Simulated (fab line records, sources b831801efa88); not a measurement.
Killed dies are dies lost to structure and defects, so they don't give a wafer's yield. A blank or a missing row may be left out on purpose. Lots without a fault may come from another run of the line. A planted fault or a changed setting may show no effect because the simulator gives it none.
fab line records | flow gf180mcu | part 1 of 2: steps 1 to 44 of 45
record lots=6 wafers=18 last_day=34
route steps=602 shown NWELL@51 LVPWELL@54 MVSD@66 MVPSD@78 VT_IMPLANT@90 V3@445 PASSIVATION@602
lots that met no fault: from a run of the same line without faults
start_h: hours from the record's first day to the start of the lot's first wafer shown | wait_h: hours since the lot's step before | " the same as in the row above | L1.1+2: a row that stands for several wafers | - no value, or no start given | * or withheld: withheld | < > ~ a bound
route shown NAME@n: a module of which the file shows steps, and the number in the route of the first | usual: mean/standard deviation of fault-free wafers | same: alike in all rows | chamber/n: place in a boat | sites: the reading at each site | _std_site: their standard deviation | _edge_site: outer sites' mean less inner sites' | radius_mm: how far each site lies from the wafer's centre | mask NAME#n: copy n | behind: the tool/chamber that last shaped the wafer | hold: why the lot was held/for how many hours/how that ended | device: the transistor (n, p or np) that didn't switch | end of line: the same wafers' tests at the end of the route | a step without rows: its recipe alone | killed: dies lost to structure and defects at the first sort, not the wafer's yield | map: a wafer's dies, x killed, . not, _ none there
set.NAME: the setting as run; set.NAME@STEP: as run at that earlier step | model.NAME: the simulator's own value behind a step, which no gauge read
lots at some steps of the route; a table a step, a row a wafer
services: from which hour (start_h, from the record's first day; less than 0 if before it) a tool's chamber was out of use, for how many hours, and why
## steps
# step GF_NWELL_IMPLANT_09
# recipe species=P energy_kev=160 dose_cm2=4e+12 tilt_deg=0
# step GF_NWELL_STRIP_10
# recipe chemistry=O2/N2 power_w=1400 pressure_mtorr=1500 platen_temp_c=250 o2_flow_sccm=3000 n2_flow_sccm=300 overash_fraction=0.5
# usual drypump_motor_current_A=5.8/0.46 heater_power_w=319/32 n2_flow_sccm=300.0/0.95 oes_product_au=0.723/0.005 strip_time_to_endpoint_s=36.97/0.092
# columns lot.wafer tool chamber start_h wait_h drypump_motor_current_A heater_power_w n2_flow_sccm oes_product_au rf_hours_counter_h strip_time_to_endpoint_s
L965.1 plasma_asher-02 0 61.45 0.1 5.7 309 299.3 0.722 44 37.13
L965.5 " 0 " " 5.7 309 300.1 0.722 - 37.08
L965.6 " 1 " " 5.6 318 299.3 0.722 - 37.27
L967.2 plasma_asher-02 1 70.60 0.1 5.6 317 297.6 0.715 45 37.00
L967.4 " 1 " " 5.6 321 298.2 0.721 - 36.96
L967.6 " 0 " " 5.7 306 300.1 0.737 - 36.91
L974.2 plasma_asher-04 1 115.60 0.1 6.3 348 301.8 0.721 45 37.00
L974.4 " 0 " " 5.3 355 298.4 0.730 - 37.08
L974.6 " 1 " " 6.3 344 301.1 0.722 - 37.05
L976.1 plasma_asher-04 1 121.61 0.1 6.4 336 300.3 0.722 45 37.00
L976.2 " 0 " " 5.3 359 300.1 0.726 45 37.04
L976.5 " 1 " " 6.3 349 300.9 0.730 - 37.00
L980.2 plasma_asher-01 1 145.35 0.1 6.4 281 298.9 0.719 35 37.03
L980.4 " 1 " " 6.4 278 298.4 0.723 - 37.12
L980.6 " 0 " " 5.4 279 299.1 0.721 - 37.02
L985.1 plasma_asher-04 1 171.70 0.1 6.3 339 298.0 0.726 50 37.02
L985.2 " 0 " " 5.3 365 300.5 0.718 50 36.96
L985.3 " 1 " " 6.3 337 299.0 0.720 - 37.01
# step GF_NWELL_TW_MEAS_11
# usual NWELL_TW=1571/11
# columns lot.wafer tool chamber start_h wait_h NWELL_TW
L965.1 film_metro-04 - 61.55 0.1 1585
L965.5 " - " " 1577
L965.6 " - " " 1584
L967.2 film_metro-04 - 70.71 0.1 1591
L967.4 " - " " 1594
L967.6 " - " " 1584
L974.2 film_metro-04 - 115.71 0.1 1578
L974.4 " - " " 1584
L974.6 " - " " 1583
L976.1 film_metro-04 - 121.71 0.1 1581
L976.2 " - " " 1580
L976.5 " - " " 1586
L980.2 film_metro-01 - 145.46 0.1 1579
L980.4 " - " " 1576
L980.6 " - " " 1578
L985.1 film_metro-01 - 171.80 0.1 1558
L985.2 " - " " 1562
L985.3 " - " " 1567
# step GF_LVPWELL_DEHYDRATE_00
# recipe temp_c=200 time_s=60
# step GF_LVPWELL_HMDS_01
# recipe prime_time_s=60 prime_temp_c=120
# step GF_LVPWELL_COAT_02
# recipe spin_rpm=2000 resist_thk_nm=3000
# step GF_LVPWELL_SOFTBAKE_03
# recipe temp_c=110 time_s=withheld
# step GF_LVPWELL_EXPOSE_04
# recipe mask_id=LVPWELL target_cd_nm=600 na=0.6 source_shape=conventional sigma_outer=0.6 dose_mj=260
# step GF_LVPWELL_PEB_05
# recipe temp_c=115 time_s=withheld
# step GF_LVPWELL_DEVELOP_06
# recipe wall_angle_deg=90 develop_time_s=60 dev_temp_c=23
# step GF_LVPWELL_OVL_MEAS_07
# usual LVPWELL_OVL=0.3/1.4
# columns lot.wafer tool chamber start_h wait_h LVPWELL_OVL[nm]
L965.1 overlay-02 - 73.97 - 0.3
L965.5 " - " " 0.5
L965.6 " - " " 1.1
L967.2 overlay-02 - 84.32 - 0.5
L967.4 " - " " -0.4
L967.6 " - " " -1.9
L974.2 overlay-01 - 130.46 - 0.2
L974.4 " - " " 1.9
L974.6 " - " " -0.4
L976.1 overlay-01 - 136.86 - -0.7
L976.2 " - " " -0.8
L976.5 " - " " 1.5
L980.2 overlay-02 - 160.47 - -0.1
L980.4 " - " " 1.5
L980.6 " - " " 1.3
L985.1 overlay-01 - 188.42 - 0.4
L985.2 " - " " 2.5
L985.3 " - " " -0.2
# step GF_LVPWELL_IMPLANT_08
# recipe species=B energy_kev=170 dose_cm2=1.5e+13 tilt_deg=0
# step GF_LVPWELL_IMPLANT_09
# recipe species=B energy_kev=60 dose_cm2=5e+12 tilt_deg=0
# usual beam_energy_keV=60.002/0.019
# columns lot.wafer tool chamber start_h wait_h beam_energy_keV model.implant.rp_nm model.implant.drp_nm
L965.1 implanter-02 0 74.16 0.1 60.005 191.8 64.53
L965.5 " 0 " " 59.992 191.8 64.53
L965.6 " 0 " " 60.028 191.8 64.53
L967.2 implanter-03 0 84.53 0.1 59.990 192.4 64.53
L967.4 " 0 " " 59.977 192.4 64.53
L967.6 " 0 " " 59.978 192.4 64.53
L974.2 implanter-02 0 130.67 0.1 56.097 185.1 62.25
L974.4 " 0 " " 56.088 185.1 62.25
L974.6 " 0 " " 56.090 185.1 62.25
L976.1 implanter-02 0 137.05 0.1 56.098 180.6 62.25
L976.2 " 0 " " 56.100 180.6 62.25
L976.5 " 0 " " 56.106 180.6 62.25
L980.2 implanter-03 0 160.68 0.1 60.062 189.3 64.53
L980.4 " 0 " " 59.972 189.3 64.53
L980.6 " 0 " " 60.016 189.3 64.53
L985.1 implanter-01 0 188.60 0.1 60.004 191.9 64.53
L985.2 " 0 " " 60.036 191.9 64.53
L985.3 " 0 " " 60.009 191.9 64.53
# step GF_LVPWELL_STRIP_10
# recipe chemistry=O2/N2 power_w=1400 pressure_mtorr=1500 platen_temp_c=250 o2_flow_sccm=3000 n2_flow_sccm=300 overash_fraction=0.5
# usual drypump_motor_current_A=5.8/0.59 heater_power_w=338/19 n2_flow_sccm=299.8/0.93 oes_product_au=0.722/0.0044 strip_time_to_endpoint_s=36.98/0.1
# columns lot.wafer tool chamber start_h wait_h drypump_motor_current_A heater_power_w n2_flow_sccm oes_product_au rf_hours_counter_h strip_time_to_endpoint_s
L965.1 plasma_asher-03 1 74.31 0.1 5.2 314 297.6 0.724 42 36.93
L965.5 " 0 " " 6.6 347 300.0 0.728 - 36.91
L965.6 " 1 " " 5.2 315 299.9 0.723 - 37.04
L967.2 plasma_asher-04 1 84.65 0.1 6.3 336 301.1 0.720 41 37.00
L967.4 " 1 " " 6.3 343 301.4 0.723 - 37.03
L967.6 " 1 " " 6.3 344 300.5 0.717 - 36.91
L974.2 plasma_asher-03 1 130.79 0.1 5.2 320 299.9 0.722 48 36.91
L974.4 " 0 " " 6.7 361 299.0 0.721 - 37.04
L974.6 " 0 " " 6.7 363 301.0 0.722 - 36.95
L976.1 plasma_asher-02 0 137.20 0.1 5.7 313 299.4 0.721 2 36.83
L976.2 " 1 " " 5.6 311 300.3 0.724 2 36.96
L976.5 " 0 " " 5.7 325 299.9 0.718 - 36.95
L980.2 plasma_asher-02 0 160.80 0.1 5.7 312 300.0 0.722 5 36.93
L980.4 " 0 " " 5.7 314 299.8 0.730 - 36.96
L980.6 " 0 " " 5.7 316 300.9 0.721 - 36.98
L985.1 plasma_asher-03 1 188.75 0.1 5.2 321 300.4 0.725 53 36.92
L985.2 " 0 " " 6.6 356 299.9 0.717 53 36.94
L985.3 " 1 " " 5.2 326 298.8 0.722 - 36.94
# step GF_LVPWELL_TW_MEAS_11
# usual LVPWELL_TW=558/3.2
# columns lot.wafer tool chamber start_h wait_h LVPWELL_TW
L965.1 film_metro-01 - 74.41 0.1 554
L965.5 " - " " 554
L965.6 " - " " 553
L967.2 film_metro-02 - 84.76 0.1 554
L967.4 " - " " 555
L967.6 " - " " 555
L974.2 film_metro-04 - 130.90 0.1 560
L974.4 " - " " 557
L974.6 " - " " 559
L976.1 film_metro-02 - 137.30 0.1 555
L976.2 " - " " 552
L976.5 " - " " 553
L980.2 film_metro-02 - 160.91 0.1 561
L980.4 " - " " 559
L980.6 " - " " 559
L985.1 film_metro-01 - 188.85 0.1 554
L985.2 " - " " 553
L985.3 " - " " 559
# step GF_MVSD_DEHYDRATE_00
# recipe temp_c=200 time_s=60
# step GF_MVSD_HMDS_01
# recipe prime_time_s=60 prime_temp_c=120
# step GF_MVSD_COAT_02
# recipe spin_rpm=2000 resist_thk_nm=3000
# step GF_MVSD_SOFTBAKE_03
# recipe temp_c=110 time_s=withheld
# step GF_MVSD_EXPOSE_04
# recipe mask_id=MVSD target_cd_nm=1000 na=0.6 source_shape=conventional sigma_outer=0.6 dose_mj=260
# step GF_MVSD_PEB_05
# recipe temp_c=115 time_s=withheld
# step GF_MVSD_DEVELOP_06
# recipe wall_angle_deg=90 develop_time_s=60 dev_temp_c=23
# step GF_MVSD_OVL_MEAS_07
# usual MVSD_OVL=0.5/1.4
# columns lot.wafer tool chamber start_h wait_h MVSD_OVL[nm]
L965.1 overlay-01 - 87.36 - -1.7
L965.5 " - " " -1.3
L965.6 " - " " -2.9
L967.2 overlay-01 - 98.61 - 0.4
L967.4 " - " " 3.0
L967.6 " - " " 2.3
L974.2 overlay-02 - 146.47 - 1.5
L974.4 " - " " 0.7
L974.6 " - " " 2.0
L976.1 overlay-02 - 153.07 - 1.5
L976.2 " - " " 2.5
L976.5 " - " " 2.0
L980.2 overlay-02 - 176.62 - 1.5
L980.4 " - " " 0.3
L980.6 " - " " 0.1
L985.1 overlay-02 - 205.66 - 0.9
L985.2 " - " " 2.3
L985.3 " - " " 0.4
# step GF_MVSD_IMPLANT_08
# recipe species=P energy_kev=400 dose_cm2=1.6e+13 tilt_deg=0
# step GF_MVSD_IMPLANT_09
# recipe species=P energy_kev=100 dose_cm2=5e+12 tilt_deg=0
# step GF_MVSD_STRIP_10
# recipe chemistry=O2/N2 power_w=1400 pressure_mtorr=1500 platen_temp_c=250 o2_flow_sccm=3000 n2_flow_sccm=300 overash_fraction=0.5
# usual drypump_motor_current_A=5.9/0.59 heater_power_w=321/33 n2_flow_sccm=300.0/0.84 oes_product_au=0.722/0.0044 strip_time_to_endpoint_s=36.98/0.11
# columns lot.wafer tool chamber start_h wait_h drypump_motor_current_A heater_power_w n2_flow_sccm oes_product_au rf_hours_counter_h strip_time_to_endpoint_s
L965.1 plasma_asher-03 1 87.69 0.1 5.2 326 301.3 0.725 43 36.95
L965.5 " 0 " " 6.6 355 299.5 0.722 - 36.99
L965.6 " 1 " " 5.2 322 299.6 0.725 - 36.83
L967.2 plasma_asher-03 1 98.94 0.1 5.2 316 300.1 0.721 44 36.97
L967.4 " 0 " " 6.6 355 299.4 0.729 - 37.00
L967.6 " 0 " " 6.6 356 299.1 0.729 - 37.10
L974.2 plasma_asher-01 1 146.80 0.1 6.4 280 299.6 0.720 35 36.99
L974.4 " 1 " " 6.4 284 298.2 0.724 - 37.00
L974.6 " 1 " " 6.5 278 299.3 0.721 - 36.91
L976.1 plasma_asher-04 1 153.40 0.1 6.3 345 300.2 0.715 48 36.93
L976.2 " 0 " " 5.3 367 301.0 0.726 48 36.88
L976.5 " 1 " " 6.3 345 299.8 0.719 - 36.92
L980.2 plasma_asher-01 1 176.95 0.1 6.4 280 298.4 0.729 38 36.93
L980.4 " 1 " " 6.5 277 299.4 0.722 - 36.88
L980.6 " 0 " " 5.4 283 299.9 0.721 - 36.96
L985.1 plasma_asher-04 0 206.00 0.1 5.3 348 300.1 0.721 54 36.91
L985.2 " 1 " " 6.3 343 301.4 0.728 54 37.02
L985.3 " 1 " " 6.3 340 299.4 0.723 - 36.89
# step GF_MVSD_TW_MEAS_11
# usual MVSD_TW=1576/10
# columns lot.wafer tool chamber start_h wait_h MVSD_TW
L965.1 film_metro-01 - 87.79 0.1 1569
L965.5 " - " " 1560
L965.6 " - " " 1562
L967.2 film_metro-02 - 99.05 0.1 1583
L967.4 " - " " 1583
L967.6 " - " " 1576
L974.2 film_metro-01 - 146.91 0.1 1580
L974.4 " - " " 1570
L974.6 " - " " 1580
L976.1 film_metro-01 - 153.50 0.1 1579
L976.2 " - " " 1577
L976.5 " - " " 1570
L980.2 film_metro-02 - 177.17 0.2 1563
L980.4 " - " " 1559
L980.6 " - " " 1561
L985.1 film_metro-04 - 206.10 0.1 1585
L985.2 " - " " 1575
L985.3 " - " " 1580
# step GF_MVPSD_DEHYDRATE_00
# recipe temp_c=200 time_s=60
# step GF_MVPSD_HMDS_01
# recipe prime_time_s=60 prime_temp_c=120
# step GF_MVPSD_COAT_02
# recipe spin_rpm=2000 resist_thk_nm=3000
# step GF_MVPSD_SOFTBAKE_03
# recipe temp_c=110 time_s=withheld
# step GF_MVPSD_EXPOSE_04
# recipe mask_id=MVPSD target_cd_nm=1000 na=0.6 source_shape=conventional sigma_outer=0.6 dose_mj=260
# step GF_MVPSD_PEB_05
# recipe temp_c=115 time_s=withheld
# step GF_MVPSD_DEVELOP_06
# recipe wall_angle_deg=90 develop_time_s=60 dev_temp_c=23
# step GF_MVPSD_OVL_MEAS_07
# usual MVPSD_OVL=-0.7/1.3
# columns lot.wafer tool chamber start_h wait_h MVPSD_OVL[nm]
L965.1 overlay-02 - 101.91 - -0.6
L965.5 " - " " -1.4
L965.6 " - " " 0.7
L967.2 overlay-02 - 113.76 - -0.5
L967.4 " - " " -0.5
L967.6 " - " " -1.6
L974.2 overlay-01 - 162.42 - -1.4
L974.4 " - " " 1.1
L974.6 " - " " -1.1
L976.1 overlay-01 - 169.50 - 0.9
L976.2 " - " " -0.4
L976.5 " - " " -0.2
L980.2 overlay-01 - 193.27 - -1.8
L980.4 " - " " 0.7
L980.6 " - " " -0.8
L985.1 overlay-02 - 223.76 - -1.0
L985.2 " - " " -0.7
L985.3 " - " " -3.2
# step GF_MVPSD_IMPLANT_08
# recipe species=B energy_kev=170 dose_cm2=1.5e+13 tilt_deg=0
# step GF_MVPSD_IMPLANT_09
# recipe species=B energy_kev=40 dose_cm2=5e+12 tilt_deg=0
# step GF_MVPSD_STRIP_10
# recipe chemistry=O2/N2 power_w=1400 pressure_mtorr=1500 platen_temp_c=250 o2_flow_sccm=3000 n2_flow_sccm=300 overash_fraction=0.5
# usual drypump_motor_current_A=5.9/0.59 heater_power_w=312/28 n2_flow_sccm=300.1/0.8 oes_product_au=0.723/0.0045 strip_time_to_endpoint_s=36.97/0.09
# columns lot.wafer tool chamber start_h wait_h drypump_motor_current_A heater_power_w n2_flow_sccm oes_product_au rf_hours_counter_h strip_time_to_endpoint_s
L965.1 plasma_asher-03 0 102.24 0.1 6.7 351 300.2 0.722 45 36.95
L965.5 " 1 " " 5.2 329 301.5 0.715 - 37.04
L965.6 " 0 " " 6.7 350 299.8 0.719 - 37.07
L967.2 plasma_asher-01 1 114.09 0.1 6.5 283 300.4 0.718 31 37.00
L967.4 " 0 " " 5.4 283 300.0 0.727 - 36.96
L967.6 " 1 " " 6.4 283 301.2 0.725 - 37.01
L974.2 plasma_asher-01 1 162.75 0.1 6.4 279 299.9 0.725 37 36.92
L974.4 " 0 " " 5.4 281 299.9 0.729 - 36.81
L974.6 " 0 " " 5.4 286 300.1 0.725 - 36.91
L976.1 plasma_asher-02 0 169.84 0.1 5.7 309 299.8 0.723 6 36.95
L976.2 " 1 " " 5.6 309 300.6 0.719 6 36.89
L976.5 " 0 " " 5.7 317 299.7 0.732 - 36.97
L980.2 plasma_asher-01 1 193.60 0.1 6.5 274 300.4 0.732 40 36.91
L980.4 " 1 " " 6.4 284 299.7 0.723 - 36.91
L980.6 " 1 " " 6.5 279 301.5 0.719 - 36.90
L985.1 plasma_asher-03 1 224.10 0.1 5.2 329 300.4 0.729 57 37.04
L985.2 " 0 " " 6.6 354 299.3 0.724 57 36.87
L985.3 " 0 " " 6.7 350 299.4 0.726 - 36.98
# step GF_MVPSD_TW_MEAS_11
# usual MVPSD_TW=553/3.3
# columns lot.wafer tool chamber start_h wait_h MVPSD_TW
L965.1 film_metro-04 - 102.34 0.1 561
L965.5 " - " " 556
L965.6 " - " " 561
L967.2 film_metro-01 - 114.20 0.1 556
L967.4 " - " " 550
L967.6 " - " " 554
L974.2 film_metro-01 - 162.86 0.1 553
L974.4 " - " " 556
L974.6 " - " " 553
L976.1 film_metro-04 - 169.94 0.1 556
L976.2 " - " " 555
L976.5 " - " " 553
L980.2 film_metro-04 - 193.71 0.1 556
L980.4 " - " " 553
L980.6 " - " " 553
L985.1 film_metro-04 - 224.20 0.1 556
L985.2 " - " " 557
L985.3 " - " " 553
# step GF_VT_IMPLANT_DEHYDRATE_00
# recipe temp_c=200 time_s=60
# step GF_VT_IMPLANT_HMDS_01
# recipe prime_time_s=60 prime_temp_c=120
# step GF_VT_IMPLANT_COAT_02
# recipe resist=NOVOLAK spin_rpm=3000 resist_thk_nm=1000
# step GF_V3_ETCH_16
# recipe chemistry=N2/H2 target_depth_a=withheld overetch_a=withheld time_s=withheld target=BARC ion_energy_ev=200 source_w=500 bias_w=100 pressure_mtorr=30 n2_flow_sccm=100 h2_flow_sccm=200
# usual drypump_motor_current_A=5.8/0.5 h2_flow_sccm=199.9/0.64 n2_flow_sccm=100.0/0.3 oes_product_au=0.855/0.0045 throttle_valve_pct=13.223/0.0099
# columns lot.wafer tool chamber start_h wait_h drypump_motor_current_A h2_flow_sccm n2_flow_sccm oes_product_au throttle_valve_pct model.V3.cd_nm
L965.1 rie_diel-03 1 518.10 0.0 6.0 199.6 100.3 0.865 13.228 259.5
L965.5 " 1 " " 6.0 199.9 99.9 0.858 13.216 259.2
L965.6 " 0 " " 5.8 198.8 100.3 0.855 13.229 258.9
L967.2 rie_diel-02 3 536.17 0.0 5.9 200.3 100.1 0.855 13.237 262.7
L967.4 " 0 " " 6.0 199.9 99.8 0.856 13.214 261.8
L967.6 " 0 " " 5.9 200.2 99.9 0.856 13.211 261.8
L974.2 rie_diel-02 3 609.67 0.0 5.9 199.0 100.5 0.859 13.214 264.6
L974.4 " 1 " " 5.8 200.7 99.5 0.860 13.226 264
L974.6 " 2 " " 4.9 200.1 100.2 0.851 13.209 263.4
L976.1 rie_diel-02 3 618.12 0.0 5.9 200.3 100.0 0.856 13.240 263.5
L976.2 " 2 " " 4.9 199.0 100.1 0.856 13.205 262.9
L976.5 " 2 " " 4.9 199.6 99.9 0.845 13.219 262.4
L980.2 rie_diel-01 3 646.36 0.0 6.7 200.1 100.1 0.852 13.225 260.1
L980.4 " 1 " " 6.2 199.9 99.8 0.849 13.234 258.9
L980.6 " 2 " " 5.4 200.6 100.7 0.855 13.217 259.4
L985.1 rie_diel-02 0 678.17 0.0 5.9 200.4 100.0 0.857 13.235 259
L985.2 " 2 " " 4.9 200.4 100.0 0.849 13.216 259.4
L985.3 " 3 " " 5.9 199.3 99.6 0.856 13.209 260.7
# step GF_V3_ETCH_17
# recipe chemistry=C4F8/O2/Ar mask_material=KrF target=SiO2 stop_on=TiN source_w=1500 bias_w=1200 pressure_mtorr=40 c4f8_flow_sccm=withheld O2_flow_sccm=6 Ar_flow_sccm=300 time_s=withheld target_depth_a=6350
# usual oes_product_au=0.856/0.0045
# columns lot.wafer tool chamber start_h wait_h oes_product_au model.V3.cd_nm
L965.1 rie_diel-03 1 - - 0.855 258.9
L965.5 " 1 " " 0.857 259.1
L965.6 " 0 " " 0.856 259.1
L967.2 rie_diel-02 3 - - 0.848 262.8
L967.4 " 0 " " 0.863 262.4
L967.6 " 0 " " 0.860 262.2
L974.2 rie_diel-02 3 - - 0.857 264.2
L974.4 " 1 " " 0.855 263.9
L974.6 " 2 " " 0.859 263.1
L976.1 rie_diel-02 3 - - 0.854 263.2
L976.2 " 2 " " 0.853 262.7
L976.5 " 2 " " 0.854 262.5
L980.2 rie_diel-01 3 - - 0.853 260.3
L980.4 " 1 " " 0.856 259.1
L980.6 " 2 " " 0.851 259.4
L985.1 rie_diel-02 0 - - 0.863 259.5
L985.2 " 2 " " 0.860 259.7
L985.3 " 3 " " 0.858 260.3
## key
first_sign step=GF_LVPWELL_IMPLANT_09 reading=beam_energy_keV direction=down sigmas=99+ usual=60.002 struck=56.096
effect none on later readings
model_effect step=GF_LVPWELL_IMPLANT_09 value=implant.rp_nm without=194.5 struck=182.9
model_effect step=GF_V3_ETCH_16 value=V3.cd_nm without=260.2 struck=263.5
model_effect step=GF_V3_ETCH_17 value=V3.cd_nm without=260 struck=263.3
model_effect step=GF_PASSIVATION_PROBE_99 value=etest.nldd_6p0.rs_ohm_sq without=1386 struck=1402
met_at GF_LVPWELL_IMPLANT_09
struck_wafers L974.2,L974.4,L974.6,L976.1,L976.2,L976.5
tester_left_out L974,L976
loop_trim step=GF_V3_EXPOSE_11 setting=dose lots=L974,L976
onset_between 74.16 130.67
fault kind=process_parameter_drift tool=implanter-02 chamber=- onset_h=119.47 steps=GF_LVPWELL_IMPLANT_09 channel=energy_kev offset=-3.8998 shape=step end_h=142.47 acts_in=these_recipes_only stated=60
# tester_left_out: of these lots the tester's yield and bins aren't shown, on N5 and GAA mostly nor the transistor test; their killed dies are dies lost to structure and defects alone, not to doping, threshold or leakage, so they don't give the yield
# loop_trim: a control loop set the setting to another value than it would have without faults
